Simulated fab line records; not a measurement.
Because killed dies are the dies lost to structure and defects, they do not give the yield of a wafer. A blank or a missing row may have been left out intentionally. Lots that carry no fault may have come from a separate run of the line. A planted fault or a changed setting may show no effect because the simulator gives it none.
Tool commonality check + flow gf180mcu + 9 lots, 27 wafers sampled

REASON FOR OPENING
GF_PSD_TW_MEAS_11, reading PSD_TW: flagged on 3 of 9 lots. No-fault wafers: 3156, standard deviation 30.
Rule: a lot is flagged in two cases, either no wafer of it has a number, or all its wafers with numbers fall more than 4 standard deviations from that mean. The rest of the lots are taken to be sound.

| lot  | measured     | on           | PSD_TW, wafer by wafer | flag    |
|------|--------------|--------------|------------------------|---------|
| L542 | day 14 06:49 | filmMetro-02 | 3139 3143 3143         |         |
| L543 | day 14 17:16 | filmMetro-02 | 3149 3133 3140         |         |
| L544 | day 15 02:06 | filmMetro-01 | 3136 3140 3128         |         |
| L545 | day 15 07:18 | filmMetro-01 | 3139 3149 3135         |         |
| L548 | day 16 07:09 | filmMetro-03 | 3214 3221 3213         |         |
| L549 | day 16 12:11 | filmMetro-01 | 3149 3160 3136         |         |
| L552 | day 17 17:57 | filmMetro-02 | 2117 2127 2118         | FLAGGED |
| L553 | day 18 01:39 | filmMetro-01 | 2118 2126 2115         | FLAGGED |
| L554 | day 18 16:18 | filmMetro-02 | 2149 2132 2150         | FLAGGED |
On average the flagged lots' numbers are 2128, which is -1028 against the usual, or -34 standard deviations.

EACH LOT AND THE TOOL IT RAN ON
Before the reading, the record contains 2 process steps out of a 602-step route. Every cell lists first the tool, next ch and the chambers used by the sampled wafers, and last the start.
| lot  | flag    | GF_PSD_IMPLANT_09               | GF_PSD_STRIP_10                     |
|------|---------|---------------------------------|-------------------------------------|
| L542 |         | implanter-03 ch 0, day 14 06:36 | plasmaAsher-01 ch 0,1, day 14 06:44 |
| L543 |         | implanter-01 ch 0, day 14 17:03 | plasmaAsher-02 ch 0,1, day 14 17:11 |
| L544 |         | implanter-03 ch 0, day 15 01:51 | plasmaAsher-02 ch 0,1, day 15 02:00 |
| L545 |         | implanter-01 ch 0, day 15 07:03 | plasmaAsher-02 ch 0,1, day 15 07:12 |
| L548 |         | implanter-04 ch 0, day 16 06:54 | plasmaAsher-02 ch 0,1, day 16 07:03 |
| L549 |         | implanter-04 ch 0, day 16 11:56 | plasmaAsher-02 ch 0,1, day 16 12:05 |
| L552 | FLAGGED | implanter-04 ch 0, day 17 17:42 | plasmaAsher-02 ch 1, day 17 17:51   |
| L553 | FLAGGED | implanter-01 ch 0, day 18 01:24 | plasmaAsher-04 ch 0,1, day 18 01:33 |
| L554 | FLAGGED | implanter-04 ch 0, day 18 16:05 | plasmaAsher-02 ch 0,1, day 18 16:13 |
What these steps do:
- GF_PSD_IMPLANT_09
- GF_PSD_STRIP_10: strips in O2/N2.
- GF_PSD_TW_MEAS_11

FLAGGED OVER TOTAL, TOOL BY TOOL (the gauges that took the reading come last)
| step              | tool           | lots run | flagged | share of the flagged lots | sound lots run after its first flagged lot |
|-------------------|----------------|----------|---------|---------------------------|--------------------------------------------|
| GF_PSD_IMPLANT_09 | implanter-01   | 3        | 1       | some                      | 0                                          |
| GF_PSD_IMPLANT_09 | implanter-03   | 2        | 0       | none                      | -                                          |
| GF_PSD_IMPLANT_09 | implanter-04   | 4        | 2       | some                      | 0                                          |
| GF_PSD_STRIP_10   | plasmaAsher-01 | 1        | 0       | none                      | -                                          |
| GF_PSD_STRIP_10   | plasmaAsher-02 | 7        | 2       | some                      | 0                                          |
| GF_PSD_STRIP_10   | plasmaAsher-04 | 1        | 1       | some                      | 0                                          |
| GF_PSD_TW_MEAS_11 | filmMetro-01   | 4        | 1       | some                      | 0                                          |
| GF_PSD_TW_MEAS_11 | filmMetro-02   | 4        | 2       | some                      | 0                                          |
| GF_PSD_TW_MEAS_11 | filmMetro-03   | 1        | 0       | none                      | -                                          |

THE TABLE: WHAT IT ALLOWS
No row of the table ran every flagged lot.

WHAT THE SIMULATOR PUT IN
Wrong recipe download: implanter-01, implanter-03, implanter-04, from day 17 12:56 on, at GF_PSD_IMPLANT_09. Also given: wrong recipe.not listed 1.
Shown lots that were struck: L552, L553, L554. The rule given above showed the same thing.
